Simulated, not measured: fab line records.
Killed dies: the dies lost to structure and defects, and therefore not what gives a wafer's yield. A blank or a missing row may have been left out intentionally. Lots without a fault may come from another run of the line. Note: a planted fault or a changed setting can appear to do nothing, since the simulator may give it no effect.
Chamber matching | flow sky130 | SKY_POLY_GATE_ETCH_15 on rieDiel-04 has 4 sister chambers
The step etches BARC in N2/H2, stops on SiO2, time 118.5 s, target depth 110 nm. 4 wafers are shown with their chamber, then 8 later ones without.

## WAFERS WITH THEIR CHAMBER
wafer  | chamber | drypumpMotorCurrentA (A)
L085.1 | 0       | 6.0
L085.2 | 3       | 6.4
L085.3 | 2       | 5.8
L085.4 | 1       | 5.5

## WAFERS MISSING THEIR CHAMBER
wafer  | drypumpMotorCurrentA (A)
L085.5 | 5.8
L085.6 | 6.5
L086.1 | 5.5
L086.2 | 6.0
L086.3 | 5.8
L086.4 | 6.5
L086.5 | 6.0
L086.6 | 6.4

## WHICH CHAMBER EACH WENT THROUGH
wafer  | from the rows above | in truth
L085.5 | 2                   | 2
L085.6 | 3                   | 3
L086.1 | 1                   | 1
L086.2 | 0                   | 0
L086.3 | 2                   | 2
L086.4 | 3                   | 3
L086.5 | 0                   | 0
L086.6 | 3                   | 3
Correctly placed: 8 of 8. Left unplaced by these rows: 0. 0 placed wrongly.
How it was worked out, from the rows above alone: a wafer's distance from a chamber is the root of the sum, over the readings, of the square of ((its reading less the chamber's mean) divided by the reading's scatter). The wafer belongs to the nearest chamber; if the next one is less than 2 further off, it can't be placed. A chamber's mean is the mean of its shown wafers. The scatter: with one shown wafer a chamber, the root of the mean of the squares of how far each hidden wafer lies from its nearest shown one.
